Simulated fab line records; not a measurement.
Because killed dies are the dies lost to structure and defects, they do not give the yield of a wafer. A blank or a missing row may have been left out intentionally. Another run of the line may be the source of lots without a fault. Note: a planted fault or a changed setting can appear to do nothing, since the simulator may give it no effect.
The tool behind it: which one? / flow sky130 / Sampling: 12 lots, 36 wafers, 4 of 708 route steps

== WHAT THE GAUGES READ, wafer by wafer ==
SKY_CONTACT_CD_MEAS_14 targets a cd of 170 nm.
lot=L926; measured=day 32 00:19; on=cd-sem-02; cd-nm (nm)=170.7 169.5 170.3
lot=L928; measured=day 32 23:46; on=cd-sem-02; cd-nm (nm)=167.8 168.3 168.6
lot=L930; measured=day 33 07:51; on=cd-sem-02; cd-nm (nm)=172.1 171.5 173.8
lot=L929; measured=day 33 11:27; on=cd-sem-02; cd-nm (nm)=170.3 170.0 170.5
lot=L934; measured=day 35 08:29; on=cd-sem-01; cd-nm (nm)=168.0 167.7 167.8
lot=L936; measured=day 37 11:03; on=cd-sem-02; cd-nm (nm)=171.0 172.8 172.3
lot=L937; measured=day 37 12:03; on=cd-sem-01; cd-nm (nm)=167.8 168.4 168.2
lot=L938; measured=day 37 15:07; on=cd-sem-01; cd-nm (nm)=169.3 170.0 169.3
lot=L940; measured=day 37 16:42; on=cd-sem-01; cd-nm (nm)=167.6 169.0 168.9
lot=L944; measured=day 38 06:53; on=cd-sem-02; cd-nm (nm)=169.4 167.7 168.6
lot=L945; measured=day 38 17:11; on=cd-sem-02; cd-nm (nm)=172.0 170.7 172.3
lot=L946; measured=day 38 22:40; on=cd-sem-02; cd-nm (nm)=170.0 171.2 170.6

SKY_VIA1_OVL_MEAS_13.
lot=L926; measured=day 34 09:01; on=overlay-02; VIA1_OVL (nm)=-7 -7 -4
lot=L928; measured=day 35 10:10; on=overlay-01; VIA1_OVL (nm)=-1 -3 0
lot=L930; measured=day 35 17:09; on=overlay-02; VIA1_OVL (nm)=0 4 2
lot=L929; measured=day 35 21:31; on=overlay-02; VIA1_OVL (nm)=-3 3 5
lot=L934; measured=day 37 15:37; on=overlay-02; VIA1_OVL (nm)=3 9 1
lot=L936; measured=day 39 18:30; on=overlay-01; VIA1_OVL (nm)=4 1 7
lot=L937; measured=day 39 18:51; on=overlay-02; VIA1_OVL (nm)=2 -3 -1
lot=L938; measured=day 39 22:40; on=overlay-01; VIA1_OVL (nm)=9 1 5
lot=L940; measured=day 39 23:14; on=overlay-02; VIA1_OVL (nm)=-5 1 12
lot=L944; measured=day 40 12:00; on=overlay-02; VIA1_OVL (nm)=-7 -8 -3
lot=L945; measured=day 40 22:35; on=overlay-02; VIA1_OVL (nm)=2 -8 1
lot=L946; measured=day 41 02:50; on=overlay-01; VIA1_OVL (nm)=11 -4 4

== WHAT TOOL EACH LOT RAN ON (gives the tool, then ch and the chambers of the sampled wafers, and finally the start) ==
lot=L926; SKY_METAL1_SPUTTER_00=pvd-sputter-02, day 32 01:50; SKY_METAL1_STRIP_20=plasma-asher-04 ch 0,1, day 33 05:05
lot=L928; SKY_METAL1_SPUTTER_00=pvd-sputter-04, day 33 01:25; SKY_METAL1_STRIP_20=plasma-asher-03 ch 0,1, day 34 05:25
lot=L930; SKY_METAL1_SPUTTER_00=pvd-sputter-01, day 33 09:29; SKY_METAL1_STRIP_20=plasma-asher-04 ch 0,1, day 34 12:59
lot=L929; SKY_METAL1_SPUTTER_00=pvd-sputter-02, day 33 12:59; SKY_METAL1_STRIP_20=plasma-asher-04 ch 0,1, day 34 16:56
lot=L934; SKY_METAL1_SPUTTER_00=pvd-sputter-02, day 35 09:59; SKY_METAL1_STRIP_20=plasma-asher-04 ch 0,1, day 36 12:17
lot=L936; SKY_METAL1_SPUTTER_00=pvd-sputter-04, day 37 12:37; SKY_METAL1_STRIP_20=plasma-asher-01 ch 0,1, day 38 15:16
lot=L937; SKY_METAL1_SPUTTER_00=pvd-sputter-02, day 37 13:35; SKY_METAL1_STRIP_20=plasma-asher-04 ch 0,1, day 38 16:23
lot=L938; SKY_METAL1_SPUTTER_00=pvd-sputter-01, day 37 17:08; SKY_METAL1_STRIP_20=plasma-asher-04 ch 0, day 38 19:41
lot=L940; SKY_METAL1_SPUTTER_00=pvd-sputter-01, day 37 18:40; SKY_METAL1_STRIP_20=plasma-asher-04 ch 0,1, day 38 21:05
lot=L944; SKY_METAL1_SPUTTER_00=pvd-sputter-04, day 38 08:28; SKY_METAL1_STRIP_20=plasma-asher-01 ch 0,1, day 39 11:13
lot=L945; SKY_METAL1_SPUTTER_00=pvd-sputter-04, day 38 18:46; SKY_METAL1_STRIP_20=plasma-asher-01 ch 0,1, day 39 20:52
lot=L946; SKY_METAL1_SPUTTER_00=pvd-sputter-01, day 39 00:16; SKY_METAL1_STRIP_20=plasma-asher-03 ch 0,1, day 40 01:48
- SKY_METAL1_SPUTTER_00: material Ti, target thk 15 nm, time 10 s.
- SKY_METAL1_STRIP_20: strips in O2/N2.

== AS READ BY THE TOOLS THEMSELVES (means over the sampled wafers that have a number; for cases with no such wafer, the mark the record gives instead) ==
SKY_METAL1_SPUTTER_00.
lot=L926; tool=pvd-sputter-02; cathode-dc-power-W (W)=3000.1; throttle-valve-pct (%)=30.1
lot=L928; tool=pvd-sputter-04; cathode-dc-power-W (W)=2999.7; throttle-valve-pct (%)=29.7
lot=L930; tool=pvd-sputter-01; cathode-dc-power-W (W)=3000.5; throttle-valve-pct (%)=28.4
lot=L929; tool=pvd-sputter-02; cathode-dc-power-W (W)=3000.0; throttle-valve-pct (%)=29.6
lot=L934; tool=pvd-sputter-02; cathode-dc-power-W (W)=2999.9; throttle-valve-pct (%)=29.7
lot=L936; tool=pvd-sputter-04; cathode-dc-power-W (W)=3000.3; throttle-valve-pct (%)=30.0
lot=L937; tool=pvd-sputter-02; cathode-dc-power-W (W)=3000.2; throttle-valve-pct (%)=30.7
lot=L938; tool=pvd-sputter-01; cathode-dc-power-W (W)=3000.0; throttle-valve-pct (%)=28.7
lot=L940; tool=pvd-sputter-01; cathode-dc-power-W (W)=3000.1; throttle-valve-pct (%)=27.7
lot=L944; tool=pvd-sputter-04; cathode-dc-power-W (W)=2999.6; throttle-valve-pct (%)=29.4
lot=L945; tool=pvd-sputter-04; cathode-dc-power-W (W)=2999.8; throttle-valve-pct (%)=29.6
lot=L946; tool=pvd-sputter-01; cathode-dc-power-W (W)=2999.9; throttle-valve-pct (%)=28.6

SKY_METAL1_STRIP_20.
lot=L926; tool=plasma-asher-04; drypump-motor-current-A (A)=5.7; oes-product-au (a.u.)=0.345; strip-time-to-endpoint-s (s)=2.75
lot=L928; tool=plasma-asher-03; drypump-motor-current-A (A)=6.1; oes-product-au (a.u.)=0.342; strip-time-to-endpoint-s (s)=2.68
lot=L930; tool=plasma-asher-04; drypump-motor-current-A (A)=5.7; oes-product-au (a.u.)=0.344; strip-time-to-endpoint-s (s)=2.72
lot=L929; tool=plasma-asher-04; drypump-motor-current-A (A)=6.3; oes-product-au (a.u.)=0.345; strip-time-to-endpoint-s (s)=2.72
lot=L934; tool=plasma-asher-04; drypump-motor-current-A (A)=5.7; oes-product-au (a.u.)=0.344; strip-time-to-endpoint-s (s)=2.72
lot=L936; tool=plasma-asher-01; drypump-motor-current-A (A)=6.3; oes-product-au (a.u.)=0.345; strip-time-to-endpoint-s (s)=2.70
lot=L937; tool=plasma-asher-04; drypump-motor-current-A (A)=6.2; oes-product-au (a.u.)=0.344; strip-time-to-endpoint-s (s)=2.74
lot=L938; tool=plasma-asher-04; drypump-motor-current-A (A)=5.2; oes-product-au (a.u.)=0.342; strip-time-to-endpoint-s (s)=2.74
lot=L940; tool=plasma-asher-04; drypump-motor-current-A (A)=5.7; oes-product-au (a.u.)=0.343; strip-time-to-endpoint-s (s)=2.73
lot=L944; tool=plasma-asher-01; drypump-motor-current-A (A)=6.3; oes-product-au (a.u.)=0.338; strip-time-to-endpoint-s (s)=2.68
lot=L945; tool=plasma-asher-01; drypump-motor-current-A (A)=6.4; oes-product-au (a.u.)=0.348; strip-time-to-endpoint-s (s)=2.77
lot=L946; tool=plasma-asher-03; drypump-motor-current-A (A)=6.1; oes-product-au (a.u.)=0.347; strip-time-to-endpoint-s (s)=2.75

== THE ANSWER, worked out from the rows above alone ==
Rule: usual is defined by the lots themselves. Put in order of their means at a reading, lots are off if they are a third of the lots or fewer, leave a main group of 4 or more, and stand apart from it by a gap of 3 or more times the standard deviation of the main group's means; of several such gaps the widest counts. A main group whose means are all the same, to the digits that the tables above print for the reading, isn't used. A lot without any number at a reading at which 4 lots or more have one is off too. All remaining lots with rows at the step are treated as sound. First the gauges in route order, then the tools' own readings, where a lot's mean is used as printed above. The first step at which some lot is off is used, and at that step the reading that is off furthest; a lot without a number counts as furthest.
None of the lots is off at any reading shown; this tells nothing.

== WHAT THE SIMULATOR HAD PUT IN ==
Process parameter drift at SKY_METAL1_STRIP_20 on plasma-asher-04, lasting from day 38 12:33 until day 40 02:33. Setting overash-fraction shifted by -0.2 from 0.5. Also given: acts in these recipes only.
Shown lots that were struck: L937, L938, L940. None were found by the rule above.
